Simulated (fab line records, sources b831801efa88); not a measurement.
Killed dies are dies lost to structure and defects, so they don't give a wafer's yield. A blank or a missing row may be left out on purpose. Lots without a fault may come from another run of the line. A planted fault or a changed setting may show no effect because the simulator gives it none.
A struck lot beside a sound one | flow sky130 | 22 steps out of a route of 708
Sound: wafers L533.2, L533.3, L533.4. Struck: wafers L546.2, L546.4. (L546.6 of the same lot was not struck and is left out.) The cause comes at the end.
At each step with rows: each side's tool, then ch and its chambers, then its first start. Under that, the readings that differ: sound wafers | struck wafers | difference of the means | sigmas: that difference in standard deviations of wafers without a fault.
alike: readings whose means differ by less than 2 such deviations, and words and numbers that are the same on both sides. not compared: withheld readings, readings that some wafer has no value for, bounds like >300 that may hide the same value, and numbers for which the record gives no deviation and whose values overlap.
The two part at a step that has a row with sigmas, a row that says differs or no value, or rows on one side only. Numbers that don't overlap but have no deviation are shown without sigmas and don't part them. A reading that every wafer of one side lacks parts them only if that side has two wafers or more.

first, 1 step without rows for these wafers: SKY_METAL4_SPUTTER_00 (material Ti, target thk 15 nm, time 10 s).
SKY_METAL4_SPUTTER_01: material TiN, target thk 20 nm, time 16.7 s.
  sound on pvd_sputter-04, day 39 09:35; struck on pvd_sputter-02, day 43 22:17
  alike: throttle_valve_pct
SKY_METAL4_SPUTTER_02: material AlCu, target thk 735 nm, time 39.1 s.
  sound on pvd_sputter-04, day 39 09:37; struck on pvd_sputter-02, day 43 22:19
  alike: throttle_valve_pct
SKY_METAL4_SPUTTER_03: material Ti, target thk 5 nm, time 3.3 s.
  sound on pvd_sputter-04, day 39 09:40; struck on pvd_sputter-02, day 43 22:22
  alike: throttle_valve_pct
then, 1 step without rows for these wafers: SKY_METAL4_SPUTTER_04 (material TiN, target thk 70 nm, time 58.3 s).
SKY_CAP2M_CVD_00: deposits SiO2, target thk 15.5 nm.
  sound on pecvd-03 ch 0,1, day 39 09:43; struck on pecvd-01 ch 0,1, day 43 22:26
  alike: heater_power_w
SKY_CAP2M_THK_MEAS_01:
  sound on film_metro-01, day 39 09:45; struck on film_metro-02, day 43 22:28
  alike: CAP2M_CVD_00_THK
SKY_CAP2M_SPUTTER_02: material TiN, target thk 200 nm, time 166.7 s.
  sound on pvd_sputter-03, day 39 09:48; struck on pvd_sputter-03, day 43 22:31
  alike: throttle_valve_pct
SKY_CAP2M_RS_MEAS_03: measures by four-point-probe.
  sound on film_metro-02, day 39 09:56; struck on film_metro-02, day 43 22:39
  reading               | sound          | struck    | difference | sigmas
  CAP2M_TIN_RS (ohm/sq) | 6.92 6.99 6.96 | 6.79 6.78 | -0.17      | -3
SKY_CAP2M_THK_MEAS_04: measures by xrf.
  sound on film_metro-02, day 39 10:02; struck on film_metro-02, day 43 22:46
  reading            | sound             | struck      | difference | sigmas
  CAP2M_TIN_THK (nm) | 201.3 200.9 201.6 | 208.5 209.0 | +7.5       | +3
then, 2 steps without rows for these wafers: SKY_CAP2M_DEHYDRATE_05 (time 60 s); SKY_CAP2M_HMDS_06 (prime time 60 s).
SKY_CAP2M_COAT_07: resist thk 1140 nm.
  sound on litho_track-02 ch 0, day 39 22:17; struck on litho_track-01 ch 0, day 44 09:22
  reading                                    | sound          | struck    | difference | sigmas
  model.NOVOLAK_of_CAP2M_COAT_07.thk_nm (nm) | 1149 1143 1147 | 1265 1260 | +116       |
then, 4 steps without rows for these wafers: SKY_CAP2M_SOFTBAKE_08 (time 60 s); SKY_CAP2M_EXPOSE_09 (exposes mask CAP2M, target cd 1000 nm); SKY_CAP2M_PEB_10; SKY_CAP2M_DEVELOP_11 (develop time 60 s).
SKY_CAP2M_OVL_MEAS_12:
  sound on overlay-02, day 40 10:15; struck on overlay-01, day 44 20:49
  alike: CAP2M_OVL
SKY_CAP2M_METAL_ETCH_13: etches TiN in Cl2/BCl3, stops on SiO2, target depth 220 nm, time 62.9 s.
  sound on rie_metal-01 ch 0,1, day 40 10:17; struck on rie_metal-02 ch 0,1, day 44 20:50
  reading                                    | sound             | struck    | difference | sigmas
  model.NOVOLAK_of_CAP2M_COAT_07.thk_nm (nm) | 999.8 993.8 997.9 | 1116 1110 | +116       |
  model.CAP2M.cd_nm (nm)                     | 1005 1005 1003    | 1007 1008 | +3         |
  alike: drypump_motor_current_A, mfc_cl2_sccm, oes_product_au, throttle_valve_pct
  not compared: rf_hours_counter_h
SKY_CAP2M_STRIP_14: strips in O2/N2.
  sound on plasma_asher-02 ch 0,1, day 40 10:22; struck on plasma_asher-04 ch 0,1, day 44 20:55
  reading                      | sound             | struck      | difference | sigmas
  strip_time_to_endpoint_s (s) | 12.73 12.67 12.71 | 13.98 13.92 | +1.25      | +31
  alike: drypump_motor_current_A, o2_flow_sccm, oes_product_au
  not compared: rf_hours_counter_h
then, 1 step without rows for these wafers: SKY_CAP2M_STRIP_15 (strips in post etch residue remover, time 1200 s).
-- the record jumps here: 4 days lie between the struck wafers' starts before and after (it left off in module CAP2M and takes up again in module PAD_OPEN, whose first step shown is number 708 of the route) --
SKY_PAD_OPEN_PROBE_99:
  sound on prober-02, day 45 12:40; struck on prober-01, day 49 05:54
  reading             | sound   | struck | difference | sigmas
  killed_at_front_end | 9 10 13 | 23 17  | +9         | +2
  alike: defect_limited_yield, killed_at_M0_to_M3, killed_at_M4_up, killed_at_contacts, killed_at_other, killed_dies, killed_on_rim, killed_open, killed_short, sort_bin_3_pad_short, sort_bin_5_function, sort_bin_6_memory, sort_n_pass, sort_yield_pct

WHERE THEY PART
First at SKY_CAP2M_RS_MEAS_03; last, within this record, at SKY_PAD_OPEN_PROBE_99.

WHY: what the simulator had put in
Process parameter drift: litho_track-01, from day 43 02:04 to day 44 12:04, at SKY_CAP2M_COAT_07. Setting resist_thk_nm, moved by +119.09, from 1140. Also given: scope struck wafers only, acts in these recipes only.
